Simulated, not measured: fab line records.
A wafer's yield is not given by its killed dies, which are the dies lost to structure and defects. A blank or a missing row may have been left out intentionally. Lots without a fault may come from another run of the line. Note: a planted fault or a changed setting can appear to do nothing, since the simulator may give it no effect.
Struck lot and sound lot, side by side | flow sky130 | 17 steps out of a route of 708
Sound: these wafers, L363.2, L363.3, L363.6. Wafers L383.1, L383.2, L383.6 were the ones struck. The cause is given at the end.
Each step with rows lists, per side, the tool, then ch with its chambers, then its first start. Under that, the readings that differ: sound wafers | struck wafers | difference of the means | sigmas: that difference in standard deviations of wafers without a fault.
alike: readings with means less than 2 such deviations apart, plus words and numbers identical on both sides. not compared: withheld readings, readings lacking a value on some wafer, bounds such as >300 that could conceal the same value, and numbers that have no deviation in the record and whose values overlap.
Wherever a step has rows on one side only, a row that says differs or no value, or a row with sigmas, the two part there. When numbers do not overlap yet have no deviation, they are printed without sigmas and do not part them. A reading missing from all wafers of one side parts the sides only when that side holds two or more wafers.

first, 1 step without rows for these wafers: SKY_VT_ADJUST_NCORE_IMPLANT_09.
SKY_VT_ADJUST_NCORE_STRIP_10: strips in O2/N2.
  sound on plasmaAsher-04 ch 1, day 8 16:35; struck on plasmaAsher-01 ch 0,1, day 14 15:32
  alike: drypumpMotorCurrentA, oesProductAu, stripTimeToEndpointS
  not compared: rfHoursCounterH
SKY_VT_ADJUST_NCORE_TW_MEAS_11:
  struck on filmMetro-03, day 14 15:38; sound on filmMetro-02, day 8 16:41
  alike: VT_ADJUST_NCORE_TW
then, 7 steps without rows for these wafers: SKY_VT_ADJUST_HVTR_DEHYDRATE_00 (time 60 s); SKY_VT_ADJUST_HVTR_HMDS_01 (prime time 60 s); SKY_VT_ADJUST_HVTR_COAT_02 (resist thk 1140 nm); SKY_VT_ADJUST_HVTR_SOFTBAKE_03 (time 60 s); SKY_VT_ADJUST_HVTR_EXPOSE_04 (exposes mask HVTRM, target cd 380 nm); SKY_VT_ADJUST_HVTR_PEB_05; SKY_VT_ADJUST_HVTR_DEVELOP_06 (develop time 60 s).
SKY_VT_ADJUST_HVTR_CD_MEAS_07: the cd target is 380 nm.
  struck on cdSem-02, day 15 17:13; sound on cdSem-02, day 9 13:53
reading   | sound       | struck      | difference | sigmas
cdNm (nm) | 384 383 384 | 378 376 377 | -7         | -2
SKY_VT_ADJUST_HVTR_OVL_MEAS_08:
  struck on overlay-01, day 15 17:20; sound on overlay-01, day 9 13:59
  alike: VT_ADJUST_HVTR_OVL
SKY_VT_ADJUST_HVTR_IMPLANT_09:
  sound on implanter-03 ch 0, day 9 14:02; struck on implanter-02 ch 0, day 15 17:22
reading          | sound                            | struck                           | difference  | sigmas
doseIonsCm2      | 2.0975e+12 2.0999e+12 2.0989e+12 | 2.8885e+12 2.8858e+12 2.8869e+12 | +7.8830e+11 | +99 or more
faradayCurrentUA | 11.71 11.93 12.20                | 16.53 16.57 16.40                | +4.55       | +19
SKY_VT_ADJUST_HVTR_STRIP_10: strips in O2/N2.
  sound on plasmaAsher-02 ch 0,1, day 9 14:10; struck on plasmaAsher-04 ch 0,1, day 15 17:31
reading                  | sound       | struck      | difference | sigmas
drypumpMotorCurrentA (A) | 6.3 5.6 6.4 | 5.9 4.7 4.7 | -1.0       | -2
  alike: oesProductAu, stripTimeToEndpointS
  not compared: rfHoursCounterH
SKY_VT_ADJUST_HVTR_TW_MEAS_11:
  struck on filmMetro-03, day 15 17:37; sound on filmMetro-03, day 9 14:16
reading           | sound             | struck            | difference | sigmas
VT_ADJUST_HVTR_TW | 212.0 211.3 212.2 | 231.9 230.5 229.4 | +18.8      | +17
then, 1 step without rows for these wafers: SKY_VT_ADJUST_PCH_DEHYDRATE_00 (time 60 s).
-- record jumps: 35 days separate the struck wafers' starts on either side; left off in module VT_ADJUST_PCH, taken up again in module PAD_OPEN, whose first shown step is the route's number 708 --
SKY_PAD_OPEN_PROBE_99:
  struck on prober-01, day 50 11:03; sound on prober-02, day 45 19:30
reading                                 | sound                   | struck                  | difference | sigmas
killedAtContacts                        | 33 20 29                | 13 13 18                | -13        | -2
killedDies                              | 93 82 85                | 69 60 69                | -21        | -2
model.etest.pfet_01v8_mvt.driveUaUm     | 159.3 157.1 157.7       | 173.6 166.6 168.5       | +11.5      | 
model.etest.pfet_01v8_mvt.offLog10AUm   | -10.22 -10.27 -10.23    | -8.815 -8.742 -8.809    | +1.451     | 
model.etest.pfet_01v8_mvt.vtSatV (V)    | -0.538 -0.5395 -0.547   | -0.3742 -0.3792 -0.3745 | +0.1655    | 
model.etest.pfet_01v8_mvt.vtV (V)       | -0.6283 -0.6277 -0.6343 | -0.4878 -0.4853 -0.4823 | +0.1450    | 
model.etest.pfet_01v8_mvt.vtLongV (V)   | -0.8317 -0.8294 -0.8408 | -0.7208 -0.7137 -0.7197 | +0.1159    | 
model.etest.pfet_01v8_mvt.bodyRiseV (V) | -0.1911 -0.1901 -0.1896 | -0.2059 -0.2111 -0.2108 | -0.0190    | 
  alike: killed_at_M0_to_M3, killed_at_M4_up, killedAtFrontEnd, killedAtOther, killedOpen, killedShort

## WHERE THEY PART
At SKY_VT_ADJUST_HVTR_CD_MEAS_07 first; at SKY_PAD_OPEN_PROBE_99 last (within this record only).

WHY: what had been put in by the simulator
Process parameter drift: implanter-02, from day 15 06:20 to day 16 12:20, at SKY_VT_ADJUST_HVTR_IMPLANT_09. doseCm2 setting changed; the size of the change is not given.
